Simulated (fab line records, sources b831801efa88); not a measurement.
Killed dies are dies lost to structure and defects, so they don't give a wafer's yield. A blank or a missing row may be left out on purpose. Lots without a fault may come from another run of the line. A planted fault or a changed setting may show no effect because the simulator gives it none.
Which tool did it? | flow gf180mcu | 10 lots, 30 wafers sampled, at 7 steps of a route of 602

WHAT THE GAUGES READ, wafer by wafer
GF_V2_RS_MEAS_24: measures by four-point-probe. Usual: V2_W_RS 0.326 ohm/sq, standard deviation 0.0031.
lot  | measured     | on            | V2_W_RS (ohm/sq)  | flag
L842 | day 20 04:01 | film_metro-03 | 0.323 0.326 0.322 |
L843 | day 20 14:20 | film_metro-04 | 0.332 0.328 0.326 |
L848 | day 22 12:59 | film_metro-02 | 0.237 0.237 0.324 | OFF
L849 | day 22 22:14 | film_metro-04 | 0.237 0.325 0.241 | OFF
L857 | day 25 14:12 | film_metro-03 | 0.328 0.329 0.328 |
L858 | day 25 18:12 | film_metro-04 | 0.326 0.326 0.323 |
L859 | day 26 02:39 | film_metro-04 | 0.327 0.328 0.324 |
L863 | day 27 13:05 | film_metro-04 | 0.329 0.331 0.323 |
L862 | day 27 14:51 | film_metro-03 | 0.322 0.324 0.322 |
L864 | day 27 16:17 | film_metro-02 | 0.324 0.326 0.329 |

GF_V2_THK_MEAS_25: measures by xrf. Usual: V2_W_THK 358 nm, standard deviation 4.8.
lot  | measured     | on            | V2_W_THK (nm) | flag
L842 | day 20 04:08 | film_metro-03 | 362 359 362   |
L843 | day 20 14:28 | film_metro-04 | 353 356 358   |
L848 | day 22 13:05 | film_metro-02 | 484 481 353   | OFF
L849 | day 22 22:21 | film_metro-04 | 509 363 501   | OFF
L857 | day 25 14:19 | film_metro-03 | 355 353 355   |
L858 | day 25 18:19 | film_metro-04 | 360 361 363   |
L859 | day 26 02:46 | film_metro-04 | 359 358 362   |
L863 | day 27 13:12 | film_metro-04 | 360 357 367   |
L862 | day 27 14:58 | film_metro-03 | 362 359 362   |
L864 | day 27 16:24 | film_metro-02 | 352 351 347   |

GF_M3_RS_MEAS_05: measures by four-point-probe. Usual: M3_ALCU_RS 0.0694 ohm/sq, standard deviation 0.00079.
lot  | measured     | on            | M3_ALCU_RS (ohm/sq)  | flag
L842 | day 20 04:43 | film_metro-03 | 0.0705 0.0695 0.0708 |
L843 | day 20 15:02 | film_metro-02 | 0.0691 0.0690 0.0690 |
L848 | day 22 13:41 | film_metro-02 | 0.0692 0.0694 0.0696 |
L849 | day 22 22:56 | film_metro-02 | 0.0687 0.0683 0.0683 |
L857 | day 25 14:54 | film_metro-03 | 0.0692 0.0702 0.0696 |
L858 | day 25 18:54 | film_metro-01 | 0.0710 0.0702 0.0716 |
L859 | day 26 03:21 | film_metro-01 | 0.0700 0.0701 0.0708 |
L863 | day 27 13:47 | film_metro-03 | 0.0694 0.0696 0.0698 |
L862 | day 27 15:33 | film_metro-03 | 0.0705 0.0695 0.0698 |
L864 | day 27 16:59 | film_metro-03 | 0.0699 0.0692 0.0687 |

WHICH TOOL RAN EACH LOT (tool, then ch and the chambers of the sampled wafers, then the start)
lot  | GF_M2_STRIP_17                       | GF_V2_CVD_23                  | GF_V2_CMP_26                  | GF_M3_SPUTTER_02
L842 | plasma_asher-02 ch 0,1, day 19 01:49 | cvd_w-02 ch 0,1, day 20 03:53 | cmp-01 ch 0,1, day 20 04:14   | pvd_sputter-02, day 20 04:37
L843 | plasma_asher-04 ch 0,1, day 19 11:22 | cvd_w-01 ch 0,1, day 20 14:13 | cmp-02 ch 0,2,3, day 20 14:34 | pvd_sputter-03, day 20 14:57
L848 | plasma_asher-01 ch 0,1, day 21 12:04 | cvd_w-02 ch 0,1, day 22 12:51 | cmp-01 ch 0,1,2, day 22 13:14 | pvd_sputter-02, day 22 13:34
L849 | plasma_asher-04 ch 0,1, day 21 20:28 | cvd_w-02 ch 0,1, day 22 22:07 | cmp-02 ch 0,1, day 22 22:28   | pvd_sputter-03, day 22 22:50
L857 | plasma_asher-02 ch 0,1, day 24 14:02 | cvd_w-02 ch 0,1, day 25 14:05 | cmp-02 ch 0,2,3, day 25 14:23 | pvd_sputter-02, day 25 14:49
L858 | plasma_asher-02 ch 0,1, day 24 18:10 | cvd_w-02 ch 0,1, day 25 18:05 | cmp-01 ch 0,1,2, day 25 18:23 | pvd_sputter-01, day 25 18:49
L859 | plasma_asher-01 ch 0,1, day 25 03:25 | cvd_w-02 ch 1, day 26 02:32   | cmp-01 ch 0,3, day 26 02:50   | pvd_sputter-02, day 26 03:16
L863 | plasma_asher-04 ch 0,1, day 26 14:29 | cvd_w-02 ch 0,1, day 27 12:58 | cmp-02 ch 0,1,2, day 27 13:19 | pvd_sputter-01, day 27 13:41
L862 | plasma_asher-02 ch 0,1, day 26 16:02 | cvd_w-02 ch 0,1, day 27 14:44 | cmp-01 ch 0,2,3, day 27 15:11 | pvd_sputter-01, day 27 15:28
L864 | plasma_asher-04 ch 0,1, day 26 17:41 | cvd_w-01 ch 0,1, day 27 16:10 | cmp-01 ch 1,2,3, day 27 16:28 | pvd_sputter-01, day 27 16:53
- GF_M2_STRIP_17: strips in O2/N2.
- GF_V2_CVD_23: deposits W, target thk 350 nm, time 104.94 s.
- GF_V2_CMP_26: polishes, stops on SiO2, t overpolish 15 s, target thk 0 nm.
- GF_M3_SPUTTER_02: material AlCu, target thk 450 nm, time 23.9 s.

WHAT THE TOOLS THEMSELVES READ (means of the sampled wafers that have a number; where no wafer has one, the mark that the record gives instead)
GF_M2_STRIP_17. Usual: drypump_motor_current_A 5.7 A, standard deviation 0.5; heater_power_w 324 W, standard deviation 15; n2_flow_sccm 300.1 sccm, standard deviation 0.89; o2_flow_sccm 2999 sccm, standard deviation 8.8; oes_product_au 0.557 a.u., standard deviation 0.0051; strip_time_to_endpoint_s 7.87 s, standard deviation 0.058.
lot  | tool            | drypump_motor_current_A (A) | heater_power_w (W) | n2_flow_sccm (sccm) | o2_flow_sccm (sccm) | oes_product_au (a.u.) | strip_time_to_endpoint_s (s) | flag
L842 | plasma_asher-02 | 5.8                         | 322                | 300.0               | 2993                | 0.558                 | 7.86                         |
L843 | plasma_asher-04 | 5.7                         | 308                | 300.2               | 2994                | 0.559                 | 7.91                         |
L848 | plasma_asher-01 | 5.7                         | 337                | 301.3               | 2995                | 0.556                 | 7.83                         |
L849 | plasma_asher-04 | 5.7                         | 311                | 300.8               | 3003                | 0.558                 | 7.87                         |
L857 | plasma_asher-02 | 5.9                         | 318                | 299.8               | 2999                | 0.555                 | 7.86                         |
L858 | plasma_asher-02 | 5.8                         | 328                | 300.3               | 3002                | 0.560                 | 7.83                         |
L859 | plasma_asher-01 | 5.7                         | 344                | 300.1               | 3001                | 0.555                 | 7.88                         |
L863 | plasma_asher-04 | 5.6                         | 308                | 300.4               | 2999                | 0.557                 | 7.89                         |
L862 | plasma_asher-02 | 5.7                         | 322                | 300.5               | 2993                | 0.558                 | 7.86                         |
L864 | plasma_asher-04 | 6.1                         | 313                | 299.5               | 2991                | 0.549                 | 7.77                         |

GF_V2_CVD_23. Usual: heater_power_w 889 W, standard deviation 88.
lot  | tool     | heater_power_w (W) | flag
L842 | cvd_w-02 | 818                |
L843 | cvd_w-01 | 926                |
L848 | cvd_w-02 | 843                |
L849 | cvd_w-02 | 855                |
L857 | cvd_w-02 | 855                |
L858 | cvd_w-02 | 852                |
L859 | cvd_w-02 | 882                |
L863 | cvd_w-02 | 844                |
L862 | cvd_w-02 | 836                |
L864 | cvd_w-01 | 920                |

GF_V2_CMP_26. Usual: motor_current_A 11.0 A, standard deviation 1; time_to_endpoint_s 84 s, standard deviation 3.4.
lot  | tool   | motor_current_A (A) | time_to_endpoint_s (s) | flag
L842 | cmp-01 | 11.7                | 82                     |
L843 | cmp-02 | 10.1                | 85                     |
L848 | cmp-01 | 11.6                | 104                    | OFF
L849 | cmp-02 | 10.3                | 109                    | OFF
L857 | cmp-02 | 10.1                | 86                     |
L858 | cmp-01 | 11.5                | 83                     |
L859 | cmp-01 | 11.5                | 78                     |
L863 | cmp-02 | 10.3                | 85                     |
L862 | cmp-01 | 11.2                | 87                     |
L864 | cmp-01 | 11.3                | 84                     |

GF_M3_SPUTTER_02. Usual: throttle_valve_pct 30.1 %, standard deviation 1.6.
lot  | tool           | throttle_valve_pct (%) | flag
L842 | pvd_sputter-02 | 30.1                   |
L843 | pvd_sputter-03 | 29.1                   |
L848 | pvd_sputter-02 | 30.5                   |
L849 | pvd_sputter-03 | 29.2                   |
L857 | pvd_sputter-02 | 31.2                   |
L858 | pvd_sputter-01 | 29.7                   |
L859 | pvd_sputter-02 | 31.1                   |
L863 | pvd_sputter-01 | 29.6                   |
L862 | pvd_sputter-01 | 29.6                   |
L864 | pvd_sputter-01 | 29.2                   |

THE ANSWER, worked out from the rows above alone
Rule: a lot is off if the mean of its wafers that have a number lies more than 3 standard deviations from the usual mean. A lot without any number at a reading at which 4 lots or more have one is off too. The other lots that the step has rows for count as sound. The gauges are gone through in route order, then the tools' own readings, and for those a lot's mean is taken as printed above. The first step at which some lot is off is used, and at that step the reading that is off furthest; a lot without a number counts as furthest.
Off: L848, L849, at GF_V2_RS_MEAS_24 (V2_W_RS).
A tool fits if, at a process step before that reading, it ran every lot that is off, and no sound lot after the first of them. The gauges at GF_V2_RS_MEAS_24 aren't tried: what is off there is off at GF_V2_CMP_26 too, on other tools, and a gauge's error can't cause that. None of those tried fits.

WHAT THE SIMULATOR HAD PUT IN
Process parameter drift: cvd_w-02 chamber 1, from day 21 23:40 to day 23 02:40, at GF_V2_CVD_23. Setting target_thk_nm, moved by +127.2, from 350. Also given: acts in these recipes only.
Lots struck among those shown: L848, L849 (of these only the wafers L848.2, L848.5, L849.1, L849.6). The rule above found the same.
